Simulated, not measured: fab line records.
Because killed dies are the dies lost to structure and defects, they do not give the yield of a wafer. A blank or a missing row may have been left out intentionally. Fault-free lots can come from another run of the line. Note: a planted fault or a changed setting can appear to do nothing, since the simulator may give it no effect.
What tool caused it? -- flow gf180mcu -- 36 wafers from 12 lots sampled at 4 of the route's 602 steps

## WHAT EACH GAUGE READ, for each wafer
GF_V3_THK_MEAS_03.
lot,measured,on,V3_CVD_02_THK (nm)
L883,day 21 09:44,film metro-01,857 835 856
L884,day 21 20:10,film metro-04,860 858 866
L886,day 22 22:10,film metro-03,834 857 859
L893,day 24 22:19,film metro-01,836 844 860
L894,day 25 12:21,film metro-01,841 870 847
L897,day 26 11:37,film metro-01,852 851 864
L898,day 26 15:55,film metro-01,852 859 870
L902,day 27 16:36,film metro-03,841 849 839
L903,day 28 01:35,film metro-04,861 872 873
L904,day 28 10:32,film metro-04,823 821 849
L905,day 28 17:05,film metro-03,824 831 848
L906,day 29 00:50,film metro-01,831 824 843

GF_V3_CD_MEAS_14: target cd 260 nm.
lot,measured,on,cd nm (nm)
L883,day 22 09:15,cd sem-02,258.9 259.8 259.4
L884,day 22 19:56,cd sem-01,260.3 260.4 259.6
L886,day 23 21:25,cd sem-01,262.3 262.8 262.8
L893,day 25 20:14,cd sem-01,269.0 264.1 266.1
L894,day 26 09:35,cd sem-02,268.6 270.6 270.1
L897,day 27 09:10,cd sem-02,259.3 260.0 258.8
L898,day 27 12:23,cd sem-01,260.4 260.0 262.7
L902,day 28 12:40,cd sem-01,259.8 259.5 260.4
L903,day 28 21:04,cd sem-02,259.5 260.5 260.6
L904,day 29 05:59,cd sem-02,258.3 260.5 259.6
L905,day 29 12:33,cd sem-02,260.8 262.0 262.0
L906,day 29 20:09,cd sem-01,257.8 257.9 256.7

GF_V3_OVL_MEAS_15.
lot,measured,on,V3_OVL (nm)
L883,day 22 09:22,overlay-01,3 11 9
L884,day 22 20:03,overlay-01,10 6 9
L886,day 23 21:32,overlay-02,-1 3 -1
L893,day 25 20:21,overlay-02,8 4 6
L894,day 26 09:41,overlay-01,6 2 -1
L897,day 27 09:16,overlay-01,7 0 11
L898,day 27 12:30,overlay-01,7 11 15
L902,day 28 12:46,overlay-02,10 5 3
L903,day 28 21:11,overlay-01,-5 0 -6
L904,day 29 06:07,overlay-02,-4 3 2
L905,day 29 12:40,overlay-02,11 5 3
L906,day 29 20:16,overlay-02,9 4 1

## WHICH TOOL RAN EACH LOT (tool, then ch and the chambers of the sampled wafers, then the start)
lot,GF_V3_EXPOSE_11
L883,"krf scanner-02 ch 0, day 21 22:02"
L884,"krf scanner-01 ch 0, day 22 08:52"
L886,"krf scanner-02 ch 0, day 23 10:33"
L893,"krf scanner-02 ch 0, day 25 10:07"
L894,"krf scanner-02 ch 0, day 25 23:14"
L897,"krf scanner-01 ch 0, day 26 22:35"
L898,"krf scanner-01 ch 0, day 27 02:29"
L902,"krf scanner-01 ch 0, day 28 03:20"
L903,"krf scanner-01 ch 0, day 28 11:38"
L904,"krf scanner-02 ch 0, day 28 20:39"
L905,"krf scanner-01 ch 0, day 29 03:45"
L906,"krf scanner-01 ch 0, day 29 10:30"
- GF_V3_EXPOSE_11: exposes mask Via3, target cd 260 nm.

## AS READ BY THE TOOLS THEMSELVES (means over the sampled wafers that have a number; for cases with no such wafer, the mark the record gives instead)
GF_V3_EXPOSE_11.
lot,tool,exposure dose mJ cm2
L883,krf scanner-02,37.98
L884,krf scanner-01,38.02
L886,krf scanner-02,37.92
L893,krf scanner-02,37.41
L894,krf scanner-02,37.13
L897,krf scanner-01,37.96
L898,krf scanner-01,38.01
L902,krf scanner-01,38.03
L903,krf scanner-01,37.94
L904,krf scanner-02,37.95
L905,krf scanner-01,37.96
L906,krf scanner-01,38.03

## THE ANSWER, worked out from the rows above alone
Rule: the usual values come from the lots themselves. Put in order of their means at a reading, lots are off if they are a third of the lots or fewer, leave a main group of 4 or more, and stand apart from it by a gap of 3 or more times the standard deviation of the main group's means; of several such gaps the widest counts. Not used: any main group whose means are identical at the precision the tables above print for the reading. Also off: a lot with no number at a reading for which 4 or more lots have one. The other lots that the step has rows for count as sound. After the gauges, taken in route order, come the tools' own readings; for these a lot's mean is taken, as printed above. At the first step where some lot is off, the reading lying furthest off is the one used; lots without a number count as furthest.
Off: L893, L894 (GF_V3_EXPOSE_11, exposure dose mJ cm2). Mean 37.98 and standard deviation 0.038 in the main group.
If a tool, at that step or one of the process steps before it, ran each lot that is off and ran no sound lot following the first of them, it fits. None of those tried fits.

## WHAT THE SIMULATOR HAD PUT IN
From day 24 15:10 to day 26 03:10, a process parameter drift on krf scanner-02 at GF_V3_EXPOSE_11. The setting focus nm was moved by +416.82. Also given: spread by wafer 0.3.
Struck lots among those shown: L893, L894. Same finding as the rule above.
